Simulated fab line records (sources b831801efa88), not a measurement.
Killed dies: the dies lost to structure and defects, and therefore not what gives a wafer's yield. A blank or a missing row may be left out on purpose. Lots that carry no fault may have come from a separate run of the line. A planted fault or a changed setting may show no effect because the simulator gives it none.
A single fault, viewed from 2 desks ; flow gf180mcu ; only its own numbers are on each desk; what lay behind them is given at the end

== FOR THE TOOL OWNER'S DESK: implanter-01 ==
The tool's own readings at GF_NWELL_IMPLANT_08, given as means over the sampled wafers that have a number, one for each lot that went through this tool. Marked OUT: a lot whose mean sits more than 4 standard deviations from the usual mean, which makes it out of limits; the brackets give that distance.
Columns: A = beam energy keV at GF_NWELL_IMPLANT_08, usual 449.99; B = beam on s at GF_NWELL_IMPLANT_08, usual 10.00 s; C = faraday current uA at GF_NWELL_IMPLANT_08, usual 84.5
lot;first seen here;A;B;C
L799;day 3 22:28;449.96;9.91;85.2
L800;day 4 06:54;449.94;9.88;85.5
L802;day 4 15:06;449.75;10.09;83.9
L803;day 4 19:12;449.90;9.79;86.3
L809;day 6 01:52;394.82 (-99 or more) OUT;9.95;85.0
L812;day 6 17:31;394.89 (-99 or more) OUT;9.94;84.9
This desk's finding: out of limits on L809, L812; first on L809, day 6 01:52 (beam energy keV at GF_NWELL_IMPLANT_08). Within limits: L799, L800, L802, L803.

== THE METROLOGY DESK ==
Lot by lot, what the gauges showed, no matter which tool ran the lot: averages of those sampled wafers that carry a number. Marked OUT: a lot whose mean sits more than 4 standard deviations from the usual mean, which makes it out of limits; the brackets give that distance.
Columns: A = cd nm at GF_STI_CD_MEAS_12, usual 220.2 nm; B = DNWELL_TW at GF_DNWELL_TW_MEAS_09, usual 1363; C = NWELL_RS at GF_VT_IMPLANT_RS_MEAS_47, usual 490.1 ohm/sq; D = LVPWELL_RS at GF_VT_IMPLANT_RS_MEAS_48, usual 1198.7 ohm/sq
lot;first seen here;A;B;C;D
L799;day 2 15:04;221.7;1378;490.3;1202.3
L800;day 2 23:16;220.0;1353;489.8;1200.0
L801;day 2 23:38;219.3;1375;489.7;1203.3
L802;day 3 05:05;218.5;1361;489.6;1201.9
L803;day 3 08:52;221.0;1366;491.2;1201.8
L809;day 4 15:17;219.6;1356;501.2 (+11) OUT;1198.2
L810;day 4 20:46;220.8;1362;490.0;1194.9
L812;day 5 06:43;221.2;1369;501.7 (+12) OUT;1198.7
L815;day 5 23:22;220.4;1354;489.9;1193.6
L817;day 6 08:52;221.8;1359;491.7;1195.8
L819;day 6 20:56;219.5;1356;490.8;1198.9
L820;day 7 00:53;220.1;1350;490.7;1201.0
This desk finds L809, L812 out of limits, with the earliest case on L809 at day 11 03:52 (NWELL_RS at GF_VT_IMPLANT_RS_MEAS_47). Within limits: L799, L800, L801, L802, L803, L810, L815, L817, L819, L820.

== BROUGHT TOGETHER ==
The tool owner's desk could have raised an alarm at day 6 01:52, on L809, L812.
On L809, L812, the metrology desk was in a position to raise an alarm at day 11 03:52.
All the named lots went through GF_NWELL_IMPLANT_08 on implanter-01.

== WHAT HAD BEEN PUT IN BY THE SIMULATOR ==
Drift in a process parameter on implanter-01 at GF_NWELL_IMPLANT_08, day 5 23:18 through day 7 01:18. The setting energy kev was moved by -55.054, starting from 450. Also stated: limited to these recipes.
Lots struck among those shown: L809, L812.
Hours from the fault's start to each desk's first reading out of limits: the tool owner's desk, 3; the metrology desk, 125.
